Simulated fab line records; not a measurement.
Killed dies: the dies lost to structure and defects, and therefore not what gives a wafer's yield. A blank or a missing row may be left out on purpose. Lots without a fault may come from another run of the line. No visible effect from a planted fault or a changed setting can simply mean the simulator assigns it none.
Which of the tools did it? | flow sky130 | 24 lots with 72 wafers sampled at 6 steps, on a route of 708 steps

WHAT THE GAUGES SHOWED, per wafer
SKY_FIELD_ISO_CD_MEAS_13 targets a cd of 150 nm.
lot  | measured    | on        | cd nm (nm)
L074 | day 2 05:23 | cd sem-01 | 149.4 148.9 149.9
L075 | day 2 10:32 | cd sem-02 | 151.2 149.8 150.8
L076 | day 2 16:01 | cd sem-02 | 150.5 149.5 151.0
L077 | day 2 18:41 | cd sem-02 | 150.6 150.1 150.8
L078 | day 3 04:05 | cd sem-01 | 151.7 149.7 149.5
L079 | day 3 07:11 | cd sem-02 | 148.3 149.2 148.5
L080 | day 3 15:05 | cd sem-02 | 150.5 150.2 150.7
L081 | day 3 19:41 | cd sem-01 | 148.7 149.2 148.8
L083 | day 4 02:53 | cd sem-02 | 148.6 147.4 147.4
L082 | day 4 03:04 | cd sem-01 | 146.4 146.1 146.4
L084 | day 4 12:23 | cd sem-02 | 154.0 152.4 151.8
L085 | day 4 12:44 | cd sem-01 | 148.5 150.3 148.5
L086 | day 4 21:11 | cd sem-02 | 149.4 150.7 150.1
L087 | day 5 00:33 | cd sem-02 | 151.1 152.5 152.9
L088 | day 5 05:49 | cd sem-01 | 149.8 148.7 149.0
L089 | day 5 09:44 | cd sem-02 | 148.9 147.3 148.8
L090 | day 5 16:49 | cd sem-01 | 148.8 150.4 149.9
L091 | day 5 21:25 | cd sem-02 | 149.2 149.5 149.4
L092 | day 6 06:32 | cd sem-01 | 150.0 150.5 150.7
L093 | day 6 09:34 | cd sem-01 | 150.2 149.4 150.4
L094 | day 6 15:35 | cd sem-01 | 150.2 149.0 148.8
L095 | day 6 17:30 | cd sem-01 | 147.4 148.6 147.1
L096 | day 7 02:14 | cd sem-01 | 151.1 150.5 151.7
L097 | day 7 07:55 | cd sem-02 | 147.6 146.7 148.0

SKY_LOCAL_INTERCONNECT_OVL_MEAS_12.
lot  | measured     | on         | LOCAL_INTERCONNECT_OVL (nm)
L074 | day 29 22:51 | overlay-02 | 4 -1 0
L075 | day 31 06:05 | overlay-01 | 5 2 7
L076 | day 31 20:47 | overlay-02 | -7 -6 -6
L077 | day 32 06:00 | overlay-02 | 3 -2 5
L078 | day 32 23:55 | overlay-02 | -9 0 -1
L079 | day 33 01:16 | overlay-02 | -1 12 6
L080 | day 33 04:31 | overlay-02 | -3 -2 0
L081 | day 33 03:28 | overlay-01 | 0 -8 4
L083 | day 33 05:01 | overlay-01 | -8 -4 -1
L082 | day 33 07:25 | overlay-01 | -4 -4 -4
L084 | day 33 20:31 | overlay-01 | 6 11 11
L085 | day 34 00:40 | overlay-01 | -10 -5 -8
L086 | day 34 09:19 | overlay-01 | 3 12 7
L087 | day 34 20:19 | overlay-01 | 5 2 5
L088 | day 35 04:34 | overlay-01 | 8 10 7
L089 | day 35 06:10 | overlay-01 | -1 -10 -5
L090 | day 35 10:26 | overlay-02 | 0 -13 -4
L091 | day 35 20:43 | overlay-02 | 6 4 2
L092 | day 36 18:53 | overlay-01 | 3 10 8
L093 | day 37 02:28 | overlay-02 | -2 -7 4
L094 | day 37 08:53 | overlay-02 | 6 4 4
L095 | day 37 06:34 | overlay-01 | 6 5 10
L096 | day 37 10:40 | overlay-02 | 8 8 8
L097 | day 38 00:13 | overlay-01 | 0 -6 0

SKY_CAPM_THK_MEAS_01.
lot  | measured     | on            | CAPM_CVD_00_THK (nm)
L074 | day 35 22:51 | film metro-04 | 15.31 15.52 15.72
L075 | day 37 03:44 | film metro-04 | 15.09 15.10 14.98
L076 | day 37 17:48 | film metro-04 | 15.55 15.60 15.61
L077 | day 38 03:00 | film metro-03 | 15.53 15.37 15.62
L078 | day 38 17:57 | film metro-04 | 15.44 15.62 15.28
L079 | day 38 19:36 | film metro-02 | 15.41 15.28 15.52
L080 | day 38 22:14 | film metro-02 | 15.40 15.07 15.43
L081 | day 38 21:30 | film metro-04 | 15.41 15.83 15.64
L083 | day 39 00:05 | film metro-04 | 15.30 15.43 15.40
L082 | day 39 03:14 | film metro-03 | 15.41 15.63 15.67
L084 | day 39 18:11 | film metro-02 | 15.40 15.56 15.50
L085 | day 39 19:38 | film metro-03 | 15.20 15.28 15.59
L086 | day 40 01:06 | film metro-02 | 15.51 15.53 15.75
L087 | day 40 13:05 | film metro-04 | 15.52 15.70 15.85
L088 | day 40 20:56 | film metro-04 | 15.37 15.34 15.56
L089 | day 40 22:02 | film metro-02 | 15.04 15.11 15.36
L090 | day 41 02:01 | film metro-04 | 15.59 15.75 15.62
L091 | day 41 12:42 | film metro-03 | 15.73 15.70 15.75
L092 | day 42 07:37 | film metro-04 | 15.26 15.49 15.51
L093 | day 42 13:16 | film metro-02 | 15.13 15.61 15.42
L094 | day 42 21:59 | film metro-04 | 15.27 15.37 15.52
L095 | day 42 18:02 | film metro-04 | 15.45 15.43 15.64
L096 | day 42 22:57 | film metro-04 | 15.38 15.48 15.44
L097 | day 43 08:46 | film metro-04 | 15.60 15.41 15.68

SKY_VIA3_RS_MEAS_22: uses a four-point probe to measure.
lot  | measured     | on            | VIA3_W_RS (ohm/sq)
L074 | day 39 06:49 | film metro-02 | 0.294 0.288 0.289
L075 | day 40 09:30 | film metro-01 | 0.295 0.296 0.297
L076 | day 40 23:11 | film metro-01 | 0.293 0.295 0.288
L077 | day 41 06:36 | film metro-01 | 0.296 0.295 0.296
L078 | day 41 22:52 | film metro-03 | 0.283 0.288 0.286
L079 | day 41 23:55 | film metro-03 | 0.296 0.300 0.297
L080 | day 42 02:26 | film metro-01 | 0.297 0.295 0.295
L081 | day 42 01:29 | film metro-02 | 0.292 0.289 0.290
L083 | day 42 05:01 | film metro-01 | 0.292 0.292 0.293
L082 | day 42 07:17 | film metro-02 | 0.288 0.288 0.293
L084 | day 42 20:26 | film metro-02 | 0.291 0.295 0.293
L085 | day 43 00:08 | film metro-01 | 0.294 0.298 0.295
L086 | day 43 04:00 | film metro-03 | 0.292 0.290 0.293
L087 | day 43 15:19 | film metro-01 | 0.297 0.288 0.293
L088 | day 43 22:01 | film metro-03 | 0.291 0.292 0.290
L089 | day 43 23:02 | film metro-01 | 0.296 0.295 0.293
L090 | day 44 02:11 | film metro-03 | 0.292 0.291 0.291
L091 | day 44 12:03 | film metro-01 | 0.289 0.292 0.289
L092 | day 45 05:32 | film metro-01 | 0.293 0.295 0.292
L093 | day 45 09:59 | film metro-02 | 0.291 0.294 0.292
L094 | day 45 17:08 | film metro-01 | 0.291 0.297 0.294
L095 | day 45 15:16 | film metro-01 | 0.288 0.287 0.284
L096 | day 45 20:13 | film metro-02 | 0.288 0.296 0.294
L097 | day 46 04:38 | film metro-03 | 0.293 0.292 0.287

TOOL THAT RAN EACH LOT (tool first, then ch and the chambers of the sampled wafers, then the start)
lot  | SKY_CONTACT_CVD_24            | SKY_METAL3_DESCUM_15
L074 | cvd w-01 ch 0, day 31 04:12   | rie metal-02 ch 0,1, day 38 02:50
L075 | cvd w-02 ch 0,1, day 32 10:49 | rie metal-01 ch 0,1, day 39 06:23
L076 | cvd w-02 ch 0,1, day 33 01:53 | rie metal-04 ch 0,1, day 39 20:51
L077 | cvd w-01 ch 0, day 33 10:23   | rie metal-01 ch 0,1, day 40 03:11
L078 | cvd w-02 ch 0,1, day 34 03:22 | rie metal-02 ch 0,1, day 40 20:16
L079 | cvd w-01 ch 0, day 34 06:37   | rie metal-01 ch 0,1, day 40 21:19
L080 | cvd w-01 ch 0,1, day 34 09:23 | rie metal-04 ch 0,1, day 41 00:03
L081 | cvd w-01 ch 0,1, day 34 07:52 | rie metal-02 ch 1, day 40 22:59
L083 | cvd w-02 ch 0,1, day 34 09:47 | rie metal-01 ch 0,1, day 41 02:24
L082 | cvd w-02 ch 0,1, day 34 12:22 | rie metal-04 ch 0, day 41 05:02
L084 | cvd w-02 ch 0,1, day 35 01:52 | rie metal-02 ch 0,1, day 41 18:39
L085 | cvd w-02 ch 0,1, day 35 05:02 | rie metal-01 ch 0,1, day 41 20:53
L086 | cvd w-01 ch 0,1, day 35 13:16 | rie metal-04 ch 0,1, day 42 02:03
L087 | cvd w-01 ch 0,1, day 36 00:43 | rie metal-04 ch 0,1, day 42 13:53
L088 | cvd w-01 ch 0, day 36 09:19   | rie metal-01 ch 0,1, day 42 20:39
L089 | cvd w-02 ch 0,1, day 36 10:41 | rie metal-04 ch 0,1, day 42 21:50
L090 | cvd w-01 ch 0, day 36 14:44   | rie metal-04 ch 0,1, day 43 01:15
L091 | cvd w-02 ch 1, day 37 02:10   | rie metal-02 ch 0,1, day 43 11:15
L092 | cvd w-01 ch 0,1, day 37 22:37 | rie metal-01 ch 0,1, day 44 05:42
L093 | cvd w-01 ch 1, day 38 05:59   | rie metal-01 ch 0,1, day 44 10:17
L094 | cvd w-02 ch 0,1, day 38 12:05 | rie metal-02 ch 0,1, day 44 17:23
L095 | cvd w-02 ch 0,1, day 38 10:02 | rie metal-01 ch 1, day 44 14:56
L096 | cvd w-02 ch 0,1, day 38 14:27 | rie metal-02 ch 0,1, day 44 20:21
L097 | cvd w-02 ch 0,1, day 39 03:25 | rie metal-02 ch 0,1, day 45 04:56
- SKY_CONTACT_CVD_24: deposits W, target thk 340 nm, time 102.12 s.
- SKY_METAL3_DESCUM_15: chemistry O2, time 8 s.

WHAT THE TOOLS THEMSELVES READ (means of the sampled wafers that have a number; where no wafer has one, the mark that the record gives instead)
SKY_CONTACT_CVD_24.
lot  | tool     | heater power w (W)
L074 | cvd w-01 | 866
L075 | cvd w-02 | 962
L076 | cvd w-02 | 955
L077 | cvd w-01 | 869
L078 | cvd w-02 | 962
L079 | cvd w-01 | 870
L080 | cvd w-01 | 844
L081 | cvd w-01 | 852
L083 | cvd w-02 | 964
L082 | cvd w-02 | 857
L084 | cvd w-02 | 947
L085 | cvd w-02 | 870
L086 | cvd w-01 | 850
L087 | cvd w-01 | 852
L088 | cvd w-01 | 881
L089 | cvd w-02 | 964
L090 | cvd w-01 | 884
L091 | cvd w-02 | 785
L092 | cvd w-01 | 855
L093 | cvd w-01 | 828
L094 | cvd w-02 | 857
L095 | cvd w-02 | 890
L096 | cvd w-02 | 959
L097 | cvd w-02 | 880

SKY_METAL3_DESCUM_15.
lot  | tool         | chamber pressure mTorr (mTorr) | drypump motor current A (A) | he backside leak sccm (sccm) | oes product au (a.u.)
L074 | rie metal-02 | 10.002                         | 5.5                         | 3.21                         | 1.008
L075 | rie metal-01 | 9.996                          | 6.4                         | 3.61                         | 1.002
L076 | rie metal-04 | 9.997                          | 5.5                         | 3.13                         | 1.002
L077 | rie metal-01 | 10.005                         | 6.4                         | 3.34                         | 1.004
L078 | rie metal-02 | 9.996                          | 5.5                         | 3.08                         | 1.008
L079 | rie metal-01 | 10.004                         | 6.4                         | 3.50                         | 1.000
L080 | rie metal-04 | 10.012                         | 5.6                         | 3.24                         | 1.010
L081 | rie metal-02 | 9.991                          | 5.7                         | 3.13                         | 0.999
L083 | rie metal-01 | 10.004                         | 6.4                         | 3.26                         | 1.001
L082 | rie metal-04 | 9.996                          | 5.6                         | 3.20                         | 1.010
L084 | rie metal-02 | 9.994                          | 5.6                         | 3.12                         | 0.992
L085 | rie metal-01 | 9.995                          | 6.4                         | 3.43                         | 0.999
L086 | rie metal-04 | 9.994                          | 5.6                         | 3.41                         | 1.006
L087 | rie metal-04 | 10.003                         | 5.6                         | 3.24                         | 1.007
L088 | rie metal-01 | 10.004                         | 6.3                         | 3.46                         | 0.995
L089 | rie metal-04 | 9.997                          | 5.6                         | 3.30                         | 1.001
L090 | rie metal-04 | 10.006                         | 5.6                         | 3.24                         | 0.998
L091 | rie metal-02 | 10.001                         | 5.5                         | 3.25                         | 1.003
L092 | rie metal-01 | 10.000                         | 6.4                         | 3.48                         | 1.004
L093 | rie metal-01 | 10.005                         | 6.4                         | 3.53                         | 1.010
L094 | rie metal-02 | 10.007                         | 5.6                         | 3.17                         | 1.007
L095 | rie metal-01 | 9.997                          | 6.5                         | 3.38                         | 1.000
L096 | rie metal-02 | 10.014                         | 5.5                         | 3.15                         | 1.014
L097 | rie metal-02 | 10.003                         | 5.6                         | 3.15                         | 1.001

THE ANSWER, worked out from the rows above alone
Rule: the usual values come from the lots themselves. The widest of any qualifying gaps counts: lots, ordered by their means at a reading, are off when they make up no more than a third of the lots, leave a main group of 4 or more, and stand apart from it by 3 or more times the standard deviation of that group's means. A main group is skipped when, at the precision printed for the reading in the tables above, its means are all equal. Also off: a lot with no number at a reading for which 4 or more lots have one. Where the step has rows for the other lots, those lots are counted as sound. Order of review: gauges by route order, followed by the tools' own readings, for which a lot's mean as printed above is used. The first step at which some lot is off is used, and at that step the reading that is off furthest; a lot without a number counts as furthest.
No lot is off on any of the readings shown, so nothing can be concluded from this.

WHAT THE SIMULATOR PUT IN
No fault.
